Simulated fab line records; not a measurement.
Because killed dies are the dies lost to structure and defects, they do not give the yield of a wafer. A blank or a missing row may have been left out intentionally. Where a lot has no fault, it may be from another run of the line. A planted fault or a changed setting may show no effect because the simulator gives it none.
Check for tools in common || flow gf180mcu || 14 lots, 42 wafers sampled

== REASON FOR OPENING ==
At GF_HV_LDD_RS_MEAS_53 the reading HV_LDD_RS is flagged on 2 of 14 lots. Fault-free wafers read 418.0 ohm/sq, with a standard deviation of 0.82.
Rule: a lot is flagged in two cases, either no wafer of it has a number, or all its wafers with numbers fall more than 4 standard deviations from that mean. As for the other lots, they are considered sound.

{"lot": "L304", "measured": "day 12 11:59", "on": "film metro-02", "HV_LDD_RS (ohm/sq), wafer by wafer": "418.2 418.6 418.8", "flag": ""}
{"lot": "L306", "measured": "day 13 01:57", "on": "film metro-01", "HV_LDD_RS (ohm/sq), wafer by wafer": "418.7 418.9 418.8", "flag": ""}
{"lot": "L307", "measured": "day 13 12:59", "on": "film metro-03", "HV_LDD_RS (ohm/sq), wafer by wafer": "418.0 417.9 418.2", "flag": ""}
{"lot": "L308", "measured": "day 13 18:34", "on": "film metro-01", "HV_LDD_RS (ohm/sq), wafer by wafer": "418.7 418.7 417.8", "flag": ""}
{"lot": "L309", "measured": "day 13 22:07", "on": "film metro-02", "HV_LDD_RS (ohm/sq), wafer by wafer": "417.0 417.4 416.6", "flag": ""}
{"lot": "L310", "measured": "day 14 07:56", "on": "film metro-01", "HV_LDD_RS (ohm/sq), wafer by wafer": "418.0 418.0 417.8", "flag": ""}
{"lot": "L312", "measured": "day 14 23:07", "on": "film metro-01", "HV_LDD_RS (ohm/sq), wafer by wafer": "417.8 417.7 417.5", "flag": ""}
{"lot": "L313", "measured": "day 15 07:20", "on": "film metro-02", "HV_LDD_RS (ohm/sq), wafer by wafer": "416.5 416.9 417.3", "flag": ""}
{"lot": "L314", "measured": "day 15 22:03", "on": "film metro-03", "HV_LDD_RS (ohm/sq), wafer by wafer": "417.6 417.7 419.2", "flag": ""}
{"lot": "L315", "measured": "day 16 02:20", "on": "film metro-01", "HV_LDD_RS (ohm/sq), wafer by wafer": "418.5 419.0 417.9", "flag": ""}
{"lot": "L316", "measured": "day 16 11:44", "on": "film metro-01", "HV_LDD_RS (ohm/sq), wafer by wafer": "417.5 417.8 418.6", "flag": ""}
{"lot": "L323", "measured": "day 19 07:44", "on": "film metro-01", "HV_LDD_RS (ohm/sq), wafer by wafer": "423.8 422.7 423.0", "flag": "FLAGGED"}
{"lot": "L324", "measured": "day 19 11:17", "on": "film metro-01", "HV_LDD_RS (ohm/sq), wafer by wafer": "419.5 419.2 419.0", "flag": ""}
{"lot": "L325", "measured": "day 19 19:10", "on": "film metro-02", "HV_LDD_RS (ohm/sq), wafer by wafer": "423.7 423.0 422.2", "flag": "FLAGGED"}
On average the flagged lots' numbers are 423.1 ohm/sq, which is +5.1 ohm/sq against the usual, or +6 standard deviations.

== LOT BY LOT: THE TOOL USED ==
The record keeps 1 process step preceding the reading, out of 602 steps on the route. Read each cell as the tool, then ch plus the chambers that the sampled wafers visited, then the start.
{"lot": "L304", "flag": "", "GF_HV_LDD_IMPLANT_09": "implanter-03 ch 0, day 10 02:04"}
{"lot": "L306", "flag": "", "GF_HV_LDD_IMPLANT_09": "implanter-01 ch 0, day 10 15:22"}
{"lot": "L307", "flag": "", "GF_HV_LDD_IMPLANT_09": "implanter-03 ch 0, day 11 00:38"}
{"lot": "L308", "flag": "", "GF_HV_LDD_IMPLANT_09": "implanter-03 ch 0, day 11 07:22"}
{"lot": "L309", "flag": "", "GF_HV_LDD_IMPLANT_09": "implanter-01 ch 0, day 11 09:20"}
{"lot": "L310", "flag": "", "GF_HV_LDD_IMPLANT_09": "implanter-04 ch 0, day 11 18:46"}
{"lot": "L312", "flag": "", "GF_HV_LDD_IMPLANT_09": "implanter-03 ch 0, day 12 08:40"}
{"lot": "L313", "flag": "", "GF_HV_LDD_IMPLANT_09": "implanter-03 ch 0, day 12 16:26"}
{"lot": "L314", "flag": "", "GF_HV_LDD_IMPLANT_09": "implanter-01 ch 0, day 13 05:16"}
{"lot": "L315", "flag": "", "GF_HV_LDD_IMPLANT_09": "implanter-04 ch 0, day 13 09:34"}
{"lot": "L316", "flag": "", "GF_HV_LDD_IMPLANT_09": "implanter-01 ch 0, day 13 17:52"}
{"lot": "L323", "flag": "FLAGGED", "GF_HV_LDD_IMPLANT_09": "implanter-01 ch 0, day 16 07:47"}
{"lot": "L324", "flag": "", "GF_HV_LDD_IMPLANT_09": "implanter-04 ch 0, day 16 12:20"}
{"lot": "L325", "flag": "FLAGGED", "GF_HV_LDD_IMPLANT_09": "implanter-01 ch 0, day 16 18:16"}
What is done by these steps:
- GF_HV_LDD_IMPLANT_09
- GF_HV_LDD_RS_MEAS_53: measures by four-point-probe.

== FLAGGED OVER TOTAL, TOOL BY TOOL (the gauges that took the reading come last) ==
{"step": "GF_HV_LDD_IMPLANT_09", "tool": "implanter-01", "lots run": 6, "flagged": 2, "share of the flagged lots": "all", "sound lots run after its first flagged lot": 0}
{"step": "GF_HV_LDD_IMPLANT_09", "tool": "implanter-03", "lots run": 5, "flagged": 0, "share of the flagged lots": "none", "sound lots run after its first flagged lot": "-"}
{"step": "GF_HV_LDD_IMPLANT_09", "tool": "implanter-04", "lots run": 3, "flagged": 0, "share of the flagged lots": "none", "sound lots run after its first flagged lot": "-"}
{"step": "GF_HV_LDD_RS_MEAS_53", "tool": "film metro-01", "lots run": 8, "flagged": 1, "share of the flagged lots": "some", "sound lots run after its first flagged lot": "1 (L324)"}
{"step": "GF_HV_LDD_RS_MEAS_53", "tool": "film metro-02", "lots run": 4, "flagged": 1, "share of the flagged lots": "some", "sound lots run after its first flagged lot": 0}
{"step": "GF_HV_LDD_RS_MEAS_53", "tool": "film metro-03", "lots run": 2, "flagged": 0, "share of the flagged lots": "none", "sound lots run after its first flagged lot": "-"}

== WHAT THE TABLE ALLOWS ==
All flagged lots share 1 row of the table, namely implanter-01 at GF_HV_LDD_IMPLANT_09.
- implanter-01 at GF_HV_LDD_IMPLANT_09 ran 6 lots, 2 of them flagged. A fault beginning between L316 (day 13 17:52), its last sound lot, and L323 (day 16 07:47), its first flagged one, fits the data. Its own readings lie more than 4 standard deviations out on every wafer of the flagged lots: dose ions cm2.
What remains is a single tool, implanter-01 at GF_HV_LDD_IMPLANT_09.

== WHAT THE SIMULATOR HAD INSERTED ==
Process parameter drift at GF_HV_LDD_IMPLANT_09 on implanter-01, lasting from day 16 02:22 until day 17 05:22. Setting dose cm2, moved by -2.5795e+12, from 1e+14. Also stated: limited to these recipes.
Struck lots among those shown: L323, L325. The same result came from the rule above.
